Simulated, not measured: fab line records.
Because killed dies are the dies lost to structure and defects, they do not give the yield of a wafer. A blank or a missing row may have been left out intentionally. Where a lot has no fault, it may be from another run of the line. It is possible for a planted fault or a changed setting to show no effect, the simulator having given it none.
Chamber matching | flow sky130 | 4 sister chambers for SKY_LI_CONTACT_CMP_02 on cmp-01
The step polishes PSG. 16 wafers are shown with their chamber, then 7 later ones without.

WAFERS WITH THEIR CHAMBER
wafer  | chamber | motor-current-A (A) | slurry-flow-ml-min | time-to-endpoint-s (s)
L154.2 | 2       | 13.7                | 150.2              | 29.9
L154.3 | 1       | 11.2                | 149.7              | 30.7
L154.5 | 1       | 11.1                | 150.0              | 31.9
L155.2 | 2       | 13.2                | 149.5              | 30.4
L155.3 | 1       | 10.6                | 149.5              | 32.3
L155.4 | 3       | 14.5                | 150.8              | 35.5
L160.2 | 2       | 13.4                | 149.3              | 29.1
L160.4 | 1       | 10.9                | 151.1              | 30.3
L160.6 | 1       | 10.3                | 149.5              | 31.3
L161.2 | 0       | 10.8                | 149.8              | 22.4
L161.4 | 3       | 14.7                | 150.3              | 22.4
L163.3 | 0       | 10.8                | 149.4              | 26.7
L163.4 | 2       | 14.1                | 149.4              | 24.3
L163.6 | 2       | 14.6                | 150.1              | 23.8
L173.2 | 0       | 10.5                | 149.8              | 28.0
L173.3 | 3       | 15.3                | 150.3              | 27.4

SIGNATURES (means of the wafers above)
reading            | chamber 0 | chamber 1 | chamber 2 | chamber 3 | scatter within a chamber
motor-current-A    | 10.700    | 10.820    | 13.800    | 14.833    | 0.43
slurry-flow-ml-min | 149.667   | 149.960   | 149.700   | 150.467   | 0.48
time-to-endpoint-s | 25.700    | 31.300    | 27.500    | 28.433    | 3.51
Rule: for a wafer and a chamber, the distance is found by dividing, reading by reading, the gap between the wafer's reading and the chamber's mean by the reading's scatter, squaring, summing and taking the root. If the next closest chamber is less than 2 further off than the closest, the wafer can't be placed; otherwise it belongs to the closest. How the scatter is found: for the shown wafers, subtract from each reading the mean of its chamber, square and add these, divide the total by (wafers less chambers), then take the root.

WAFERS WHOSE CHAMBER IS MISSING
wafer  | motor-current-A (A) | slurry-flow-ml-min | time-to-endpoint-s (s)
L173.4 | 10.9                | 149.5              | 29.0
L176.1 | 13.4                | 150.6              | 29.3
L176.4 | 10.8                | 149.3              | 28.7
L176.5 | 13.9                | 149.7              | 26.0
L177.1 | 11.2                | 150.7              | 29.5
L177.2 | 14.6                | 149.5              | 33.0
L177.5 | 14.4                | 149.8              | 30.7

THE CHAMBER EACH PASSED THROUGH
wafer  | from the rows above     | in truth
L173.4 | can't be placed: 0 or 1 | 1
L176.1 | can't be placed: 2 or 3 | 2
L176.4 | can't be placed: 0 or 1 | 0
L176.5 | 2                       | 2
L177.1 | can't be placed: 1 or 0 | 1
L177.2 | can't be placed: 3 or 2 | 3
L177.5 | can't be placed: 2 or 3 | 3
Correct placement for 1 of the 7. Unplaceable from these rows: 6, with the true chamber sitting among the candidates in 6. 0 placed wrongly.
